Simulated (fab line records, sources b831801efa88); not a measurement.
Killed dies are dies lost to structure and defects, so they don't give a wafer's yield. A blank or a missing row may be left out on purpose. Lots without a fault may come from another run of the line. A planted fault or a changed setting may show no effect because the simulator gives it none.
Which tool did it? | flow sky130 | 12 lots, 36 wafers sampled, at 4 steps of a route of 708

WHAT THE GAUGES READ, wafer by wafer
SKY_FIELD_ISO_THK_MEAS_02. Usual: FIELD_ISO_OXIDATION_00_THK 12.09 nm, standard deviation 0.18.
lot  | measured    | on            | FIELD_ISO_OXIDATION_00_THK (nm) | flag
L346 | day 1 22:53 | film_metro-03 | 12.13 12.12 12.08               |
L348 | day 2 07:49 | film_metro-03 | 12.34 12.42 12.21               |
L349 | day 2 15:17 | film_metro-01 | 11.69 11.79 11.93               |
L350 | day 2 20:02 | film_metro-03 | 11.98 12.10 12.22               |
L351 | day 2 23:27 | film_metro-01 | 11.89 11.99 12.02               |
L354 | day 3 13:38 | film_metro-01 | 12.15 12.10 12.26               |
L356 | day 3 23:38 | film_metro-01 | 12.23 12.28 12.23               |
L361 | day 5 00:49 | film_metro-03 | 11.75 11.96 11.71               |
L363 | day 5 12:47 | film_metro-04 | 12.12 12.18 12.26               |
L364 | day 5 18:22 | film_metro-03 | 12.04 12.09 11.99               |
L365 | day 6 05:30 | film_metro-03 | 12.01 12.10 12.26               |
L367 | day 6 12:46 | film_metro-01 | 11.75 11.79 11.67               |

SKY_VT_ADJUST_HVTP_TW_MEAS_11. Usual: VT_ADJUST_HVTP_TW 1358, standard deviation 8.1.
lot  | measured     | on            | VT_ADJUST_HVTP_TW | flag
L346 | day 6 13:34  | film_metro-04 | 1371 1366 1361    |
L348 | day 6 22:01  | film_metro-04 | 1360 1368 1358    |
L349 | day 8 04:31  | film_metro-04 | 1368 1358 1357    |
L350 | day 8 07:59  | film_metro-03 | 1363 1358 1357    |
L351 | day 8 07:41  | film_metro-04 | 1358 1365 1365    |
L354 | day 8 15:19  | film_metro-02 | 1352 1351 1353    |
L356 | day 9 04:01  | film_metro-04 | 1367 1368 1363    |
L361 | day 11 05:10 | film_metro-02 | 1362 1357 1362    |
L363 | day 11 17:32 | film_metro-03 | 1348 1346 1354    |
L364 | day 12 00:28 | film_metro-02 | 1347 1355 1354    |
L365 | day 12 03:23 | film_metro-03 | 1360 1355 1348    |
L367 | day 12 08:07 | film_metro-04 | 1355 1361 1358    |

WHICH TOOL RAN EACH LOT (tool, then ch and the chambers of the sampled wafers, then the start)
lot  | SKY_FIELD_ISO_ETCH_17           | SKY_NWELL_STRIP_14
L346 | rie_si-01 ch 1,2, day 2 15:43   | plasma_asher-01 ch 0,1, day 5 01:30
L348 | rie_si-01 ch 0,1,2, day 3 00:22 | plasma_asher-02 ch 0,1, day 5 09:59
L349 | rie_si-01 ch 0,1,2, day 4 01:41 | plasma_asher-03 ch 0,1, day 6 12:44
L350 | rie_si-01 ch 0,2,3, day 4 02:40 | plasma_asher-02 ch 0,1, day 6 17:16
L351 | rie_si-02 ch 1,2,3, day 4 02:20 | plasma_asher-03 ch 0,1, day 6 16:36
L354 | rie_si-01 ch 0,1, day 4 10:20   | plasma_asher-02 ch 0,1, day 6 22:55
L356 | rie_si-01 ch 0,3, day 4 19:53   | plasma_asher-03 ch 0,1, day 7 10:28
L361 | rie_si-02 ch 0,2,3, day 5 20:26 | plasma_asher-03 ch 0,1, day 9 06:52
L363 | rie_si-02 ch 0,2,3, day 6 08:20 | plasma_asher-02 ch 0,1, day 9 18:36
L364 | rie_si-02 ch 0,1, day 6 15:35   | plasma_asher-03 ch 0,1, day 10 01:00
L365 | rie_si-02 ch 0,3, day 7 01:26   | plasma_asher-03 ch 0,1, day 10 04:01
L367 | rie_si-02 ch 0,1,3, day 7 09:17 | plasma_asher-02 ch 0,1, day 10 08:39
- SKY_FIELD_ISO_ETCH_17: etches Si in HBr/Cl2/O2, target depth 342 nm, time 97.7 s.
- SKY_NWELL_STRIP_14: strips in O2/N2.

WHAT THE TOOLS THEMSELVES READ (means of the sampled wafers that have a number; where no wafer has one, the mark that the record gives instead)
SKY_FIELD_ISO_ETCH_17. Usual: chamber_pressure_mTorr 15.001 mTorr, standard deviation 0.014; drypump_motor_current_A 5.5 A, standard deviation 0.33; he_backside_leak_sccm 2.8 sccm, standard deviation 0.32; mfc_cl2_sccm 40.00 sccm, standard deviation 0.11; oes_product_au 0.998 a.u., standard deviation 0.0086; rf_fwd_power_W 596.1 W, standard deviation 2.2; throttle_valve_pct 25.657 %, standard deviation 0.01.
lot  | tool      | chamber_pressure_mTorr (mTorr) | drypump_motor_current_A (A) | he_backside_leak_sccm (sccm) | mfc_cl2_sccm (sccm) | oes_product_au (a.u.) | rf_fwd_power_W (W) | throttle_valve_pct (%) | flag
L346 | rie_si-01 | 14.999                         | 5.9                         | 2.7                          | 40.16               | 0.994                 | 596.5              | 25.668                 |
L348 | rie_si-01 | 14.999                         | 5.7                         | 2.7                          | 40.01               | 0.994                 | 596.2              | 25.649                 |
L349 | rie_si-01 | 15.004                         | 5.7                         | 2.9                          | 39.94               | 0.999                 | 594.2              | 25.652                 |
L350 | rie_si-01 | 14.996                         | 5.6                         | 2.9                          | 40.06               | 0.936                 | 499.2              | 25.693                 | OFF
L351 | rie_si-02 | 15.006                         | 5.1                         | 2.8                          | 39.96               | 1.003                 | 597.3              | 25.651                 |
L354 | rie_si-01 | 15.000                         | 5.6                         | 2.8                          | 39.96               | 0.943                 | 498.5              | 25.693                 | OFF
L356 | rie_si-01 | 14.994                         | 5.4                         | 3.0                          | 39.97               | 0.944                 | 502.5              | 25.698                 | OFF
L361 | rie_si-02 | 15.015                         | 5.4                         | 2.8                          | 39.93               | 1.001                 | 595.2              | 25.653                 |
L363 | rie_si-02 | 15.000                         | 5.4                         | 2.8                          | 39.94               | 0.995                 | 596.6              | 25.644                 |
L364 | rie_si-02 | 15.008                         | 5.3                         | 2.6                          | 39.83               | 1.005                 | 594.9              | 25.651                 |
L365 | rie_si-02 | 15.002                         | 5.4                         | 2.8                          | 39.90               | 0.997                 | 595.3              | 25.657                 |
L367 | rie_si-02 | 14.999                         | 5.3                         | 2.5                          | 39.97               | 1.000                 | 594.9              | 25.667                 |

SKY_NWELL_STRIP_14. Usual: chamber_pressure_mTorr 1499.9 mTorr, standard deviation 2; drypump_motor_current_A 5.5 A, standard deviation 0.33; oes_product_au 0.722 a.u., standard deviation 0.0043; strip_time_to_endpoint_s 36.96 s, standard deviation 0.089.
lot  | tool            | chamber_pressure_mTorr (mTorr) | drypump_motor_current_A (A) | oes_product_au (a.u.) | strip_time_to_endpoint_s (s) | flag
L346 | plasma_asher-01 | 1498.6                         | 5.6                         | 0.718                 | 36.97                        |
L348 | plasma_asher-02 | 1500.6                         | 5.7                         | 0.722                 | 37.02                        |
L349 | plasma_asher-03 | 1500.4                         | 5.5                         | 0.722                 | 37.00                        |
L350 | plasma_asher-02 | 1501.6                         | 5.6                         | 0.721                 | 36.99                        |
L351 | plasma_asher-03 | 1499.9                         | 5.4                         | 0.719                 | 37.01                        |
L354 | plasma_asher-02 | 1499.3                         | 5.3                         | 0.723                 | 36.99                        |
L356 | plasma_asher-03 | 1499.6                         | 5.5                         | 0.724                 | 37.00                        |
L361 | plasma_asher-03 | 1499.2                         | 5.4                         | 0.725                 | 37.00                        |
L363 | plasma_asher-02 | 1499.9                         | 5.7                         | 0.724                 | 37.14                        |
L364 | plasma_asher-03 | 1500.0                         | 5.5                         | 0.724                 | 36.97                        |
L365 | plasma_asher-03 | 1494.9                         | 5.5                         | 0.725                 | 36.88                        |
L367 | plasma_asher-02 | 1500.4                         | 5.6                         | 0.721                 | 36.89                        |

THE ANSWER, worked out from the rows above alone
Rule: a lot is off if the mean of its wafers that have a number lies more than 3 standard deviations from the usual mean. A lot without any number at a reading at which 4 lots or more have one is off too. The other lots that the step has rows for count as sound. The gauges are gone through in route order, then the tools' own readings, and for those a lot's mean is taken as printed above. The first step at which some lot is off is used, and at that step the reading that is off furthest; a lot without a number counts as furthest.
Off: L350, L354, L356, at SKY_FIELD_ISO_ETCH_17 (rf_fwd_power_W).
A tool fits if, at that step or a process step before it, it ran every lot that is off, and no sound lot after the first of them. One fits: rie_si-01 at SKY_FIELD_ISO_ETCH_17. Its last sound lot is L349 (day 4 01:41), its first lot that is off L350 (day 4 02:40): a fault that began between those two fits.
The tool's own readings at SKY_FIELD_ISO_ETCH_17 bear it out: on the lots that are off they differ by more than 5 times the standard deviation of the sound lots' means. oes_product_au reads 0.941 a.u. there against 0.999 a.u. on the sound lots; rf_fwd_power_W reads 500.1 W there against 595.7 W on the sound lots; throttle_valve_pct reads 25.695 % there against 25.655 % on the sound lots.

WHAT THE SIMULATOR HAD PUT IN
Process parameter drift: rie_si-01, from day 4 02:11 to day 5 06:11, at SKY_FIELD_ISO_ETCH_17. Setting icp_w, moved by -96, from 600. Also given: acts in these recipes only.
Lots struck among those shown: L350, L354, L356. The rule above found the same.
